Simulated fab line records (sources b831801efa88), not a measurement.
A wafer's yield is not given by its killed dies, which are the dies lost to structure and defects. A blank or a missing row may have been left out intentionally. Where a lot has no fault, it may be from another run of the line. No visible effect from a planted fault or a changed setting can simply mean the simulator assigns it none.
Which tool is to blame? | flow sky130 | 15 lots with 45 wafers sampled at 2 steps, on a route of 708 steps

WHAT THE GAUGES SHOWED, per wafer
No reading from a measuring or inspecting step in the record can be judged against a usual standard deviation.

TOOL THAT RAN EACH LOT (tool first, then ch and the chambers of the sampled wafers, then the start)
lot  | SKY_METAL3_STRIP_19                  | SKY_PAD_OPEN_PROBE_99
L169 | plasma-asher-02 ch 0,1, day 39 02:26 | prober-01, day 46 04:04
L170 | plasma-asher-01 ch 0,1, day 39 11:31 | prober-02, day 46 10:50
L174 | plasma-asher-02 ch 0,1, day 40 22:13 | prober-02, day 47 17:00
L176 | plasma-asher-04 ch 0,1, day 41 06:55 | prober-02, day 47 23:48
L177 | plasma-asher-02 ch 0,1, day 41 12:25 | prober-01, day 48 04:57
L178 | plasma-asher-01 ch 1, day 41 20:16   | prober-02, day 48 10:30
L179 | plasma-asher-02 ch 0,1, day 42 04:55 | prober-01, day 48 16:58
L182 | plasma-asher-02 ch 0,1, day 42 23:13 | prober-02, day 49 08:34
L183 | plasma-asher-01 ch 0,1, day 43 04:59 | prober-01, day 49 11:48
L184 | plasma-asher-01 ch 0,1, day 43 15:06 | prober-02, day 49 20:49
L185 | plasma-asher-01 ch 0,1, day 43 20:31 | prober-01, day 50 00:58
L186 | plasma-asher-01 ch 0,1, day 44 00:13 | prober-02, day 50 02:46
L187 | plasma-asher-02 ch 0,1, day 44 17:25 | prober-01, day 50 14:55
L188 | plasma-asher-01 ch 0,1, day 44 18:38 | prober-02, day 50 17:04
L189 | plasma-asher-01 ch 0,1, day 44 20:28 | prober-01, day 50 17:58
- SKY_METAL3_STRIP_19: strips in O2/N2.
- SKY_PAD_OPEN_PROBE_99

AS READ BY THE TOOLS THEMSELVES (means over the sampled wafers that have a number; for cases with no such wafer, the mark the record gives instead)
SKY_METAL3_STRIP_19.
lot  | tool            | chamber-pressure-mTorr (mTorr) | drypump-motor-current-A (A) | oes-product-au (a.u.) | strip-time-to-endpoint-s (s)
L169 | plasma-asher-02 | 1499.1                         | 6.0                         | 0.498                 | 6.50
L170 | plasma-asher-01 | 1500.2                         | 6.0                         | 0.502                 | 6.60
L174 | plasma-asher-02 | 1499.1                         | 5.9                         | 0.505                 | 6.63
L176 | plasma-asher-04 | 1499.2                         | 6.2                         | 0.506                 | 6.62
L177 | plasma-asher-02 | -                              | -                           | -                     | -
L178 | plasma-asher-01 | -                              | -                           | -                     | -
L179 | plasma-asher-02 | -                              | -                           | -                     | -
L182 | plasma-asher-02 | 1499.2                         | 6.0                         | 0.508                 | 6.68
L183 | plasma-asher-01 | 1498.2                         | 6.0                         | 0.490                 | 6.38
L184 | plasma-asher-01 | 1500.0                         | 6.1                         | 0.500                 | 6.47
L185 | plasma-asher-01 | 1500.1                         | 6.0                         | 0.505                 | 6.56
L186 | plasma-asher-01 | 1498.3                         | 6.1                         | 0.500                 | 6.46
L187 | plasma-asher-02 | 1500.4                         | 6.0                         | 0.510                 | 6.60
L188 | plasma-asher-01 | 1498.3                         | 6.0                         | 0.506                 | 6.60
L189 | plasma-asher-01 | 1499.5                         | 6.1                         | 0.497                 | 6.49

SKY_PAD_OPEN_PROBE_99.
lot  | tool      | defect-limited-yield (%) | killed_at_M0_to_M3 | killed_at_M4_up | killed-at-contacts | killed-at-front-end | killed-at-other | killed-dies | killed-on-rim | killed-open | killed-short | sort_bin_3_pad_short (%) | sort_bin_5_function (%) | sort_bin_6_memory (%) | sort-n-pass | sort-yield-pct (%)
L169 | prober-01 | 81.4                     | 45                 | 4.3             | 24                 | 19                  | 0.3             | 92          | 19            | 50          | 39           | 0.5                      | 10.9                    | 7.2                   | 400         | 81.4
L170 | prober-02 | 83.2                     | 42                 | 3.3             | 20                 | 18                  | 0.0             | 83          | 16            | 49          | 34           | 0.7                      | 10.2                    | 5.9                   | 409         | 83.2
L174 | prober-02 | 84.2                     | 41                 | 1.7             | 19                 | 16                  | 0.0             | 78          | 15            | 43          | 35           | 1.3                      | 8.7                     | 5.8                   | 414         | 84.2
L176 | prober-02 | 81.2                     | 53                 | 4.3             | 25                 | 10                  | 0.0             | 92          | 19            | 53          | 38           | 1.4                      | 10.3                    | 7.0                   | 400         | 81.2
L177 | prober-01 | 0.0                      | 458                | 2.7             | 19                 | 12                  | 0.3             | 492         | 96            | 42          | 37           | 0.9                      | 93.1                    | 6.0                   | 0           | 0.0
L178 | prober-02 | 0.0                      | 448                | 4.0             | 25                 | 14                  | 0.7             | 492         | 96            | 46          | 43           | 1.0                      | 93.2                    | 5.8                   | 0           | 0.0
L179 | prober-01 | 0.0                      | 444                | 2.0             | 29                 | 18                  | 0.0             | 492         | 96            | 47          | 37           | 1.1                      | 92.5                    | 6.4                   | 0           | 0.0
L182 | prober-02 | 82.3                     | 47                 | 3.0             | 24                 | 12                  | 0.0             | 87          | 21            | 47          | 40           | 1.1                      | 10.3                    | 6.3                   | 405         | 82.3
L183 | prober-01 | 83.0                     | 43                 | 2.3             | 23                 | 15                  | 0.0             | 84          | 19            | 46          | 37           | 0.7                      | 9.7                     | 6.6                   | 408         | 83.0
L184 | prober-02 | 83.9                     | 33                 | 3.0             | 25                 | 17                  | 1.0             | 79          | 13            | 42          | 37           | 0.5                      | 9.4                     | 6.2                   | 413         | 83.9
L185 | prober-01 | 82.4                     | 46                 | 2.3             | 22                 | 16                  | 0.7             | 87          | 16            | 46          | 41           | 0.6                      | 10.4                    | 6.6                   | 405         | 82.4
L186 | prober-02 | 80.2                     | 46                 | 3.0             | 28                 | 21                  | 0.0             | 98          | 22            | 49          | 48           | 1.0                      | 12.1                    | 6.8                   | 394         | 80.2
L187 | prober-01 | 82.7                     | 42                 | 3.0             | 21                 | 18                  | 0.3             | 85          | 18            | 44          | 40           | 1.0                      | 9.8                     | 6.4                   | 407         | 82.7
L188 | prober-02 | 83.0                     | 45                 | 3.7             | 21                 | 13                  | 0.3             | 83          | 16            | 46          | 37           | 0.7                      | 9.9                     | 6.3                   | 409         | 83.0
L189 | prober-01 | 83.4                     | 44                 | 3.3             | 24                 | 11                  | 0.0             | 82          | 17            | 41          | 41           | 1.1                      | 8.7                     | 6.7                   | 410         | 83.4

THE ANSWER, worked out from the rows above alone
Rule: usual is defined by the lots themselves. Put in order of their means at a reading, lots are off if they are a third of the lots or fewer, leave a main group of 4 or more, and stand apart from it by a gap of 3 or more times the standard deviation of the main group's means; of several such gaps the widest counts. If all means in a main group match to the digits the tables above print for the reading, that group is not used. Also off: a lot with no number at a reading for which 4 or more lots have one. All remaining lots with rows at the step are treated as sound. After the gauges, taken in route order, come the tools' own readings; for these a lot's mean is taken, as printed above. At the first step where some lot is off, the reading lying furthest off is the one used; lots without a number count as furthest.
Off, at SKY_METAL3_STRIP_19 on chamber-pressure-mTorr: L177, L178, L179. Without a number there: L177, L178, L179. Mean 1499.3 mTorr and standard deviation 0.74 in the main group.
If a tool, at that step or one of the process steps before it, ran each lot that is off and ran no sound lot following the first of them, it fits. Not one of the candidates tried fits.

WHAT WAS PUT IN BY THE SIMULATOR
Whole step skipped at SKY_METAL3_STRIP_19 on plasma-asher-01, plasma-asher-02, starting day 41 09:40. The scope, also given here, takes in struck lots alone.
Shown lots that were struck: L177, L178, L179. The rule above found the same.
